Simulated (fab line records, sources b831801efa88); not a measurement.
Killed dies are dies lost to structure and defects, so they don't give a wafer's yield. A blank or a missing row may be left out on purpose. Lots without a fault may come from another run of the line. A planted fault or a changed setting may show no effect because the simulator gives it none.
Which tool did it? | flow sky130 | 24 lots, 72 wafers sampled, at 4 steps of a route of 708

WHAT THE GAUGES READ, wafer by wafer
SKY_VT_ADJUST_HVTR_OVL_MEAS_08. Usual: VT_ADJUST_HVTR_OVL 1.2 nm, standard deviation 1.4.
lot  | measured     | on         | VT_ADJUST_HVTR_OVL (nm) | flag
L074 | day 9 12:17  | overlay-02 | 1.1 -0.1 -0.7           |
L075 | day 9 22:04  | overlay-01 | 0.9 1.9 2.4             |
L076 | day 10 06:17 | overlay-02 | -0.3 -0.2 0.7           |
L077 | day 10 09:50 | overlay-02 | 0.5 2.9 0.6             |
L078 | day 10 16:58 | overlay-02 | 2.3 1.2 1.6             |
L079 | day 11 00:05 | overlay-02 | 1.0 0.7 2.5             |
L080 | day 11 07:55 | overlay-02 | 1.3 1.6 -0.8            |
L081 | day 11 13:14 | overlay-01 | 4.4 3.4 2.7             |
L082 | day 11 18:03 | overlay-02 | 0.0 -1.1 0.5            |
L084 | day 12 09:47 | overlay-02 | 2.7 3.3 2.6             |
L083 | day 12 15:49 | overlay-01 | 1.1 1.4 1.5             |
L085 | day 12 17:38 | overlay-02 | 2.9 2.9 2.9             |
L086 | day 12 23:50 | overlay-02 | 1.2 0.6 1.6             |
L087 | day 13 08:13 | overlay-02 | 0.0 1.2 1.4             |
L088 | day 13 13:28 | overlay-02 | 2.7 2.4 2.7             |
L089 | day 13 19:58 | overlay-02 | 0.4 2.5 1.8             |
L090 | day 14 07:58 | overlay-01 | 1.5 0.3 -0.8            |
L091 | day 14 14:51 | overlay-01 | 1.2 0.3 -0.2            |
L092 | day 14 23:22 | overlay-02 | 1.8 2.8 2.1             |
L093 | day 15 05:31 | overlay-02 | -0.8 -2.3 -0.2          |
L094 | day 15 12:37 | overlay-01 | 0.9 0.2 -0.6            |
L095 | day 15 15:41 | overlay-01 | 0.7 2.0 2.5             |
L096 | day 16 06:05 | overlay-01 | 0.5 -0.4 0.6            |
L097 | day 16 10:16 | overlay-02 | 0.7 0.9 0.3             |

SKY_SONOS_TUNNEL_CD_MEAS_07: target cd 410 nm. Usual: cd_nm 410.1 nm, standard deviation 2.8.
lot  | measured     | on        | cd_nm (nm)        | flag
L074 | day 11 09:01 | cd_sem-01 | 410.6 411.9 410.9 |
L075 | day 11 20:15 | cd_sem-02 | 410.2 409.3 409.7 |
L076 | day 12 04:54 | cd_sem-02 | 409.5 409.9 409.2 |
L077 | day 12 08:54 | cd_sem-02 | 406.4 405.1 405.2 |
L078 | day 12 16:48 | cd_sem-02 | 412.2 412.2 412.9 |
L079 | day 13 00:56 | cd_sem-01 | 410.9 411.6 411.4 |
L080 | day 13 07:52 | cd_sem-02 | 410.8 413.3 413.7 |
L081 | day 13 12:32 | cd_sem-01 | 415.1 415.6 414.9 |
L082 | day 13 16:34 | cd_sem-02 | 407.0 406.2 408.5 |
L084 | day 14 11:06 | cd_sem-02 | 409.0 409.5 409.0 |
L083 | day 14 15:40 | cd_sem-02 | 410.5 411.2 413.5 |
L085 | day 14 18:13 | cd_sem-02 | 408.6 410.8 410.1 |
L086 | day 15 01:24 | cd_sem-02 | 413.1 414.8 412.0 |
L087 | day 15 10:26 | cd_sem-02 | 410.9 408.9 406.9 |
L088 | day 15 18:10 | cd_sem-01 | 410.0 408.5 408.5 |
L089 | day 16 01:40 | cd_sem-02 | 410.1 413.8 411.1 |
L090 | day 16 12:46 | cd_sem-01 | 407.9 409.0 407.8 |
L091 | day 16 21:31 | cd_sem-02 | 404.7 406.0 408.4 |
L092 | day 17 06:28 | cd_sem-01 | 408.6 408.8 408.4 |
L093 | day 17 14:07 | cd_sem-02 | 414.6 414.7 414.7 |
L094 | day 17 20:01 | cd_sem-01 | 412.9 413.5 412.8 |
L095 | day 18 01:52 | cd_sem-01 | 413.7 412.3 412.8 |
L096 | day 18 18:23 | cd_sem-02 | 407.6 409.1 407.5 |
L097 | day 18 21:06 | cd_sem-01 | 406.1 407.1 407.8 |

SKY_RES_PROTECT_TW_MEAS_08. Usual: POLY_GATE_TW 3996, standard deviation 44.
lot  | measured     | on            | POLY_GATE_TW   | flag
L074 | day 14 21:46 | film_metro-03 | 4055 4027 4022 |
L075 | day 15 10:22 | film_metro-01 | 3984 3983 3953 |
L076 | day 17 04:38 | film_metro-02 | 3998 4026 4030 |
L077 | day 17 05:00 | film_metro-03 | 4055 4041 4044 |
L078 | day 17 05:18 | film_metro-01 | 3924 3940 3937 |
L079 | day 17 09:46 | film_metro-01 | 3927 3932 3934 |
L080 | day 17 10:03 | film_metro-01 | 3895 3897 3897 |
L081 | day 17 16:35 | film_metro-01 | 3926 3917 3930 |
L082 | day 17 16:17 | film_metro-02 | 4003 3992 4024 |
L084 | day 18 08:24 | film_metro-01 | 3983 3984 3978 |
L083 | day 18 14:03 | film_metro-01 | 3998 3969 3977 |
L085 | day 18 22:22 | film_metro-01 | 3974 3991 3968 |
L086 | day 19 03:45 | film_metro-03 | 4068 4066 4052 |
L087 | day 19 14:25 | film_metro-03 | 4050 4073 4068 |
L088 | day 19 20:23 | film_metro-01 | 3990 3991 3966 |
L089 | day 20 05:56 | film_metro-03 | 4051 4054 4037 |
L090 | day 20 18:55 | film_metro-02 | 3993 3983 3981 |
L091 | day 21 02:08 | film_metro-03 | 4031 4020 4025 |
L092 | day 21 12:34 | film_metro-03 | 4044 4041 4047 |
L093 | day 21 23:16 | film_metro-03 | 4010 4013 4026 |
L094 | day 22 04:39 | film_metro-02 | 4015 3980 3981 |
L095 | day 22 09:17 | film_metro-03 | 4033 4020 4032 |
L096 | day 23 00:55 | film_metro-01 | 3993 3974 3990 |
L097 | day 23 04:55 | film_metro-02 | 4019 4003 4002 |

WHICH TOOL RAN EACH LOT (tool, then ch and the chambers of the sampled wafers, then the start)
lot  | SKY_VT_ADJUST_NCORE_STRIP_10
L074 | plasma_asher-03 ch 0,1, day 8 15:26
L075 | plasma_asher-01 ch 0,1, day 9 00:26
L076 | plasma_asher-01 ch 0,1, day 9 08:15
L077 | plasma_asher-01 ch 0,1, day 9 12:20
L078 | plasma_asher-01 ch 0,1, day 9 19:35
L079 | plasma_asher-02 ch 0,1, day 10 02:02
L080 | plasma_asher-01 ch 0,1, day 10 09:38
L081 | plasma_asher-02 ch 0,1, day 10 14:56
L082 | plasma_asher-03 ch 0,1, day 10 19:12
L084 | plasma_asher-01 ch 0,1, day 11 09:48
L083 | plasma_asher-03 ch 0,1, day 11 14:53
L085 | plasma_asher-01 ch 0,1, day 11 17:47
L086 | plasma_asher-01 ch 0,1, day 12 00:30
L087 | plasma_asher-03 ch 0,1, day 12 09:30
L088 | plasma_asher-01 ch 0,1, day 12 15:27
L089 | plasma_asher-01 ch 0,1, day 12 22:09
L090 | plasma_asher-03 ch 0,1, day 13 07:12
L091 | plasma_asher-02 ch 0,1, day 13 13:08
L092 | plasma_asher-02 ch 1, day 13 20:39
L093 | plasma_asher-01 ch 0,1, day 14 02:18
L094 | plasma_asher-02 ch 0, day 14 04:47
L095 | plasma_asher-02 ch 0,1, day 14 13:29
L096 | plasma_asher-01 ch 0,1, day 15 02:41
L097 | plasma_asher-02 ch 0,1, day 15 06:39
- SKY_VT_ADJUST_NCORE_STRIP_10: strips in O2/N2.

WHAT THE TOOLS THEMSELVES READ (means of the sampled wafers that have a number; where no wafer has one, the mark that the record gives instead)
SKY_VT_ADJUST_NCORE_STRIP_10. Usual: drypump_motor_current_A 5.6 A, standard deviation 0.44; oes_product_au 0.716 a.u., standard deviation 0.0048; strip_time_to_endpoint_s 14.20 s, standard deviation 0.04.
lot  | tool            | drypump_motor_current_A (A) | oes_product_au (a.u.) | strip_time_to_endpoint_s (s) | flag
L074 | plasma_asher-03 | 6.1                         | 0.717                 | 14.20                        |
L075 | plasma_asher-01 | 5.6                         | 0.721                 | 14.27                        |
L076 | plasma_asher-01 | 5.7                         | 0.716                 | 14.20                        |
L077 | plasma_asher-01 | 5.4                         | 0.712                 | 14.24                        |
L078 | plasma_asher-01 | 5.4                         | 0.719                 | 14.16                        |
L079 | plasma_asher-02 | 5.2                         | 0.717                 | 14.20                        |
L080 | plasma_asher-01 | 5.6                         | 0.715                 | 14.17                        |
L081 | plasma_asher-02 | 5.2                         | 0.719                 | 14.12                        |
L082 | plasma_asher-03 | 6.3                         | 0.715                 | 14.26                        |
L084 | plasma_asher-01 | 5.7                         | 0.714                 | 14.16                        |
L083 | plasma_asher-03 | 6.3                         | 0.714                 | 14.21                        |
L085 | plasma_asher-01 | 5.4                         | 0.714                 | 14.21                        |
L086 | plasma_asher-01 | 5.6                         | 0.717                 | 14.18                        |
L087 | plasma_asher-03 | 6.2                         | 0.714                 | 14.21                        |
L088 | plasma_asher-01 | 5.6                         | 0.717                 | 14.20                        |
L089 | plasma_asher-01 | 5.7                         | 0.717                 | 14.28                        |
L090 | plasma_asher-03 | 6.3                         | 0.712                 | 14.25                        |
L091 | plasma_asher-02 | 5.1                         | 0.715                 | 14.16                        |
L092 | plasma_asher-02 | 5.2                         | 0.716                 | 14.19                        |
L093 | plasma_asher-01 | 5.6                         | 0.712                 | 14.21                        |
L094 | plasma_asher-02 | 5.2                         | 0.717                 | 14.21                        |
L095 | plasma_asher-02 | 5.2                         | 0.711                 | 14.20                        |
L096 | plasma_asher-01 | 5.4                         | 0.715                 | 14.21                        |
L097 | plasma_asher-02 | 5.1                         | 0.721                 | 14.18                        |

THE ANSWER, worked out from the rows above alone
Rule: a lot is off if the mean of its wafers that have a number lies more than 3 standard deviations from the usual mean. A lot without any number at a reading at which 4 lots or more have one is off too. The other lots that the step has rows for count as sound. The gauges are gone through in route order, then the tools' own readings, and for those a lot's mean is taken as printed above. The first step at which some lot is off is used, and at that step the reading that is off furthest; a lot without a number counts as furthest.
No lot is off at any reading shown: from this, nothing can be told.

WHAT THE SIMULATOR HAD PUT IN
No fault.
